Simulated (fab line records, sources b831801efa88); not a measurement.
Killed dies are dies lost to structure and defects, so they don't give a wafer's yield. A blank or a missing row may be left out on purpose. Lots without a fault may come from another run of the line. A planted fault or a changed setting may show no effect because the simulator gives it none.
fab line records | flow gf180mcu
record lots=11 wafers=33 last_day=34
route steps=602 shown V3@445 M4@472 V4@480
lots that met no fault: from a run of the same line without faults
start_h: hours from the record's first day to the start of the lot's first wafer shown | wait_h: hours since the lot's step before | " the same as in the row above | L1.1+2: a row that stands for several wafers | - no value, or no start given | * or withheld: withheld | < > ~ a bound
route shown NAME@n: a module of which the file shows steps, and the number in the route of the first | usual: mean/standard deviation of fault-free wafers | same: alike in all rows | chamber/n: place in a boat | sites: the reading at each site | _std_site: their standard deviation | _edge_site: outer sites' mean less inner sites' | radius_mm: how far each site lies from the wafer's centre | mask NAME#n: copy n | behind: the tool/chamber that last shaped the wafer | hold: why the lot was held/for how many hours/how that ended | device: the transistor (n, p or np) that didn't switch | end of line: the same wafers' tests at the end of the route | a step without rows: its recipe alone | killed: dies lost to structure and defects at the first sort, not the wafer's yield | map: a wafer's dies, x killed, . not, _ none there
set.NAME: the setting as run; set.NAME@STEP: as run at that earlier step | model.NAME: the simulator's own value behind a step, which no gauge read
steps of the route over a sample of lots; a table a step, a row a wafer
services: from which hour (start_h, from the record's first day; less than 0 if before it) a tool's chamber was out of use, for how many hours, and why
## steps
# step GF_V3_ETCH_16
# recipe chemistry=N2/H2 target_depth_a=withheld overetch_a=withheld time_s=withheld target=BARC ion_energy_ev=200 source_w=500 bias_w=100 pressure_mtorr=30 n2_flow_sccm=100 h2_flow_sccm=200
# usual drypump_motor_current_A=5.9/0.49 h2_flow_sccm=199.9/0.56 n2_flow_sccm=99.98/0.29 oes_product_au=0.855/0.0049 throttle_valve_pct=13.225/0.01
# columns lot.wafer tool chamber start_h wait_h drypump_motor_current_A h2_flow_sccm n2_flow_sccm oes_product_au throttle_valve_pct
L924.2 rie_diel-02 3 513.75 0.0 5.9 199.5 99.51 0.860 13.237
L924.4 " 2 " " 5.1 200.7 99.95 0.860 13.212
L924.6 " 3 " " 5.9 200.8 99.37 0.855 13.216
L925.2 rie_diel-01 2 523.20 0.0 5.3 200.4 100.17 0.858 13.233
L925.4 " 1 " " 6.3 199.9 99.90 0.854 13.214
L925.6 " 1 " " 6.3 198.7 99.88 0.862 13.224
L926.3 rie_diel-02 1 532.59 0.0 6.4 200.4 99.61 0.849 13.226
L926.4 " 0 " " 5.5 200.1 99.78 0.851 13.218
L926.6 " 0 " " 5.5 199.4 99.98 0.848 13.231
L927.1 rie_diel-01 0 538.14 0.0 6.1 199.8 100.02 0.857 13.228
L927.2 " 2 " " 5.4 199.8 100.23 0.862 13.242
L927.5 " 3 " " 6.4 200.6 99.92 0.857 13.215
L928.2 rie_diel-01 2 558.93 0.0 5.4 200.1 99.81 0.852 13.231
L928.3 " 3 " " 6.5 199.3 99.54 0.855 13.221
L928.5 " 1 " " 6.2 199.7 100.64 0.849 13.220
L929.1 rie_diel-04 2 560.08 0.0 6.1 199.9 100.34 0.847 13.228
L929.2 " 3 " " 5.4 199.4 100.45 0.860 13.211
L929.3 " 0 " " 6.1 199.8 99.90 0.851 13.222
L930.3 rie_diel-02 0 572.65 0.0 5.5 199.6 100.08 0.861 13.246
L930.4 " 0 " " 5.5 199.5 99.76 0.856 13.246
L930.6 " 1 " " 6.4 199.7 100.09 0.860 13.223
L931.1 rie_diel-01 2 594.59 0.0 5.4 200.9 99.71 0.859 13.216
L931.3 " 0 " " 6.2 199.5 99.61 0.860 13.230
L931.5 " 0 " " 6.1 200.2 100.05 0.853 13.233
L940.2 rie_diel-01 0 653.43 0.0 6.2 199.8 100.01 0.851 13.218
L940.5 " 3 " " 6.4 199.3 100.31 0.852 13.244
L940.6 " 2 " " 5.3 201.0 99.84 0.855 13.234
L941.2 rie_diel-02 1 655.73 0.0 6.4 200.7 99.85 0.861 13.230
L941.4 " 2 " " 5.1 199.0 100.07 0.857 13.223
L941.6 " 2 " " 5.1 199.5 100.05 0.853 13.209
L946.3 rie_diel-01 3 688.63 0.0 6.4 200.6 100.17 0.852 13.220
L946.5 " 2 " " 5.3 200.6 100.51 0.849 13.206
L946.6 " 3 " " 6.5 200.2 100.12 0.851 13.233
# step GF_V3_SPUTTER_21
# recipe material=Ti target_thk_nm=15 chamber_pressure_pa=5 power_w=2500 substrate_temp_c=200 time_s=80.02
# usual cathode_dc_power_W=2500.0/0.45 throttle_valve_pct=29.9/0.8
# columns lot.wafer tool chamber start_h wait_h cathode_dc_power_W throttle_valve_pct
L924.2 pvd_sputter-01 - 514.41 0.0 2499.6 30.4
L924.4 " - " " 2500.0 30.4
L924.6 " - " " 2500.0 29.0
L925.2 pvd_sputter-03 - 523.86 0.0 2499.4 30.7
L925.4 " - " " 2500.0 30.2
L925.6 " - " " 2500.2 31.0
L926.3 pvd_sputter-03 - 533.26 0.0 2499.4 30.2
L926.4 " - " " 2500.0 28.4
L926.6 " - " " 2500.0 28.8
L927.1 pvd_sputter-01 - 538.81 0.0 2499.3 29.2
L927.2 " - " " 2500.4 29.2
L927.5 " - " " 2499.8 28.9
L928.2 pvd_sputter-03 - 559.60 0.0 2500.0 30.1
L928.3 " - " " 2500.0 28.5
L928.5 " - " " 2500.6 28.6
L929.1 pvd_sputter-01 - 560.77 0.0 2499.9 28.9
L929.2 " - " " 2500.7 30.5
L929.3 " - " " 2500.8 29.1
L930.3 pvd_sputter-03 - 573.36 0.0 2500.3 30.4
L930.4 " - " " 2500.8 30.3
L930.6 " - " " 2499.9 30.5
L931.1 pvd_sputter-03 - 595.26 0.0 2499.6 31.1
L931.3 " - " " 2499.9 28.7
L931.5 " - " " 2500.1 31.2
L940.2 pvd_sputter-03 - 654.13 0.0 2500.7 30.4
L940.5 " - " " 2500.3 30.1
L940.6 " - " " 2499.5 31.1
L941.2 pvd_sputter-01 - 656.42 0.0 2499.9 30.7
L941.4 " - " " 2499.8 30.7
L941.6 " - " " 2500.2 30.6
L946.3 pvd_sputter-04 - 689.32 0.0 2500.3 29.2
L946.5 " - " " 2499.5 29.5
L946.6 " - " " 2499.9 29.7
# step GF_M4_METAL_ETCH_16
# recipe chemistry=Cl2/BCl3 mask_material=KrF target_depth_nm=750.8 stop_on=SiO2 pressure_mtorr=8 icp_w=800 bias_w=140 Cl2_flow_sccm=80 bcl3_flow_sccm=40 time_s=125.1
# usual drypump_motor_current_A=5.91/0.23 mfc_cl2_sccm=79.97/0.27 oes_product_au=0.987/0.0064 throttle_valve_pct=28.232/0.01
# columns lot.wafer tool chamber start_h wait_h drypump_motor_current_A mfc_cl2_sccm oes_product_au rf_hours_counter_h throttle_valve_pct
L924.2 rie_metal-02 1 538.56 0.0 5.90 79.93 0.995 12 28.235
L924.4 " 1 " " 5.91 79.78 0.986 - 28.226
L924.6 " 1 " " 5.92 79.94 0.992 - 28.228
L925.2 rie_metal-02 1 547.34 0.0 5.93 80.14 0.988 12 28.228
L925.4 " 1 " " 5.95 79.92 0.985 - 28.224
L925.6 " 0 " " 5.91 80.28 0.988 - 28.230
L926.3 rie_metal-02 0 556.72 0.1 5.90 80.27 0.984 - 28.219
L926.4 " 0 " " 5.88 79.77 0.999 - 28.223
L926.6 " 0 " " 5.88 80.03 0.990 - 28.222
L927.1 rie_metal-04 1 561.46 0.0 6.44 79.80 0.991 6 28.222
L927.2 " 0 " " 5.68 80.03 0.981 7 28.236
L927.5 " 0 " " 5.67 80.25 0.985 - 28.231
L928.2 rie_metal-04 0 582.61 0.0 5.69 79.86 0.983 8 28.242
L928.3 " 1 " " 6.46 80.44 0.986 - 28.244
L928.5 " 0 " " 5.68 79.62 0.991 - 28.219
L929.1 rie_metal-03 1 582.96 0.0 5.62 79.83 0.989 10 28.221
L929.2 " 0 " " 5.87 79.79 0.988 12 28.251
L929.3 " 1 " " 5.62 80.27 0.997 - 28.227
L930.3 rie_metal-02 1 595.80 0.1 5.91 79.68 0.982 - 28.236
L930.4 " 0 " " 5.89 80.29 0.987 - 28.248
L930.6 " 0 " " 5.89 80.42 0.980 - 28.240
L931.1 rie_metal-02 0 617.04 0.0 5.90 79.96 0.996 5 28.231
L931.3 " 1 " " 5.92 80.33 0.980 - 28.233
L931.5 " 0 " " 5.86 80.12 0.989 - 28.245
L940.2 rie_metal-03 0 674.19 0.0 5.94 79.84 0.981 15 28.236
L940.5 " 0 " " 5.95 79.74 0.974 - 28.233
L940.6 " 1 " " 5.62 80.07 0.994 - 28.221
L941.2 rie_metal-02 1 677.19 0.0 5.95 80.23 0.992 3 28.251
L941.4 " 0 " " 5.90 79.94 0.994 - 28.234
L941.6 " 0 " " 5.87 79.95 0.986 - 28.229
L946.3 rie_metal-04 1 708.99 0.1 6.49 80.12 0.997 - 28.209
L946.5 " 0 " " 5.68 80.15 0.993 - 28.236
L946.6 " 1 " " 6.45 80.32 0.995 - 28.222
# step GF_V4_CMP_04
# recipe material=SiO2 down_force_psi=4 platen_rpm=60 pad_velocity_m_s=0.94248
# usual motor_current_A=12.1/1 time_to_endpoint_s=80/6.1
# columns lot.wafer tool chamber start_h wait_h motor_current_A time_to_endpoint_s
L924.4 cmp-01 1 539.50 0.0 10.3 84
L924.2 " 2 " " 11.3 79
L924.6 " 2 " " 12.1 89
L925.4 cmp-02 0 548.32 0.1 13.3 85
L925.2 " 1 " " 10.4 78
L925.6 " 0 " " 13.5 86
L926.3 cmp-01 0 557.72 0.0 12.5 72
L926.4 " 3 " " 11.9 74
L926.6 " 1 " " 11.0 83
L927.1 cmp-02 0 562.48 0.1 13.1 81
L927.2 " 1 " " 10.4 76
L927.5 " 2 " " 12.1 82
L928.2 cmp-02 3 583.58 0.1 13.0 73
L928.3 " 1 " " 10.2 79
L928.5 " 2 " " 11.3 83
L929.3 cmp-02 1 583.92 0.0 10.4 77
L929.2 " 2 " " 12.1 84
L929.1 " 3 " " 12.6 75
L930.3 cmp-02 3 596.68 0.0 13.9 75
L930.4 " 1 " " 10.3 85
L930.6 " 0 " " 13.4 81
L931.1 cmp-01 0 618.02 0.1 12.4 74
L931.3 " 2 " " 12.3 74
L931.5 " 3 " " 12.6 79
L940.2 cmp-01 1 675.27 0.2 10.0 105
L940.6 " 2 " " 11.7 86
L940.5 " 3 " " 12.9 109
L941.2 cmp-02 2 678.17 0.0 11.5 84
L941.4 " 0 " " 13.3 88
L941.6 " 3 " " 12.9 80
L946.3 cmp-02 0 709.87 0.0 12.2 79
L946.6 " 0 " " 13.8 86
L946.5 " 1 " " 11.0 82
# step GF_V4_ETCH_17
# recipe chemistry=C4F8/O2/Ar mask_material=KrF target=SiO2 stop_on=TiN source_w=1500 bias_w=1200 pressure_mtorr=40 c4f8_flow_sccm=withheld O2_flow_sccm=6 Ar_flow_sccm=300 time_s=withheld target_depth_a=6300
# usual oes_product_au=0.856/0.0049
# columns lot.wafer tool chamber start_h wait_h oes_product_au
L924.2 rie_diel-03 3 - - 0.861
L924.4 " 3 " " 0.854
L924.6 " 2 " " 0.856
L925.2 rie_diel-03 3 - - 0.857
L925.4 " 0 " " 0.853
L925.6 " 0 " " 0.857
L926.3 rie_diel-01 2 - - 0.854
L926.4 " 0 " " 0.850
L926.6 " 1 " " 0.860
L927.1 rie_diel-03 0 - - 0.852
L927.2 " 3 " " 0.853
L927.5 " 1 " " 0.860
L928.2 rie_diel-02 3 - - 0.860
L928.3 " 1 " " 0.863
L928.5 " 2 " " 0.858
L929.1 rie_diel-01 1 - - 0.848
L929.2 " 0 " " 0.862
L929.3 " 3 " " 0.854
L930.3 rie_diel-03 3 - - 0.855
L930.4 " 1 " " 0.856
L930.6 " 3 " " 0.859
L931.1 rie_diel-02 0 - - 0.859
L931.3 " 2 " " 0.845
L931.5 " 2 " " 0.853
L940.2 rie_diel-02 3 - - 0.801
L940.5 " 2 " " 0.810
L940.6 " 1 " " 0.858
L941.2 rie_diel-01 2 - - 0.858
L941.4 " 0 " " 0.854
L941.6 " 0 " " 0.851
L946.3 rie_diel-03 3 - - 0.858
L946.5 " 0 " " 0.854
L946.6 " 1 " " 0.863
## services
# columns tool chamber start_h hours kind
pvd_sputter-03 - 490.28 3.2 repair
cmp-02 - 494.39 1.0 repair
rie_diel-01 3 495.28 12.6 repair
rie_diel-02 2 498.98 4.4 repair
cmp-02 - 499.72 0.5 repair
cmp-02 - 509.08 1.5 repair
cmp-02 - 533.25 0.5 repair
rie_diel-02 3 538.07 1.4 repair
rie_diel-01 1 542.34 1.6 repair
cmp-02 - 550.63 1.9 repair
rie_diel-02 3 570.07 7.4 repair
cmp-02 - 594.17 1.5 repair
rie_diel-02 0 598.17 12.9 repair
rie_diel-01 - 610.47 2.8 pm
pvd_sputter-03 - 617.83 21.7 repair
rie_diel-01 3 642.65 1.6 repair
rie_diel-01 - 667.53 0.8 repair
cmp-02 - 673.60 3.6 repair
cmp-02 - 679.03 2.1 repair
rie_diel-01 1 695.38 1.9 repair
cmp-02 - 696.59 9.1 pm
rie_diel-01 2 708.80 6.6 repair
rie_diel-01 3 709.29 9.0 repair
rie_diel-02 0 726.90 3.0 repair
## key
first_sign step=GF_V4_CMP_04 reading=time_to_endpoint_s direction=up sigmas=4.5 usual=* struck=*
effect step=GF_V4_ETCH_17 reading=oes_product_au direction=down sigmas=10 usual=0.856 struck=0.805
met_at GF_V4_CMP_04
struck_lots L940
struck_wafers L940.2,L940.5
not_acting_at GF_V3_ETCH_16,GF_V3_SPUTTER_21,GF_M4_METAL_ETCH_16
onset_between 618.02 675.27
fault kind=process_parameter_drift tool=cmp-01 chamber=- onset_h=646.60 steps=GF_V4_CMP_04 channel=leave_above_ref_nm offset=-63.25 shape=step end_h=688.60 scope=struck_wafers_only acts_in=these_recipes_only stated=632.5
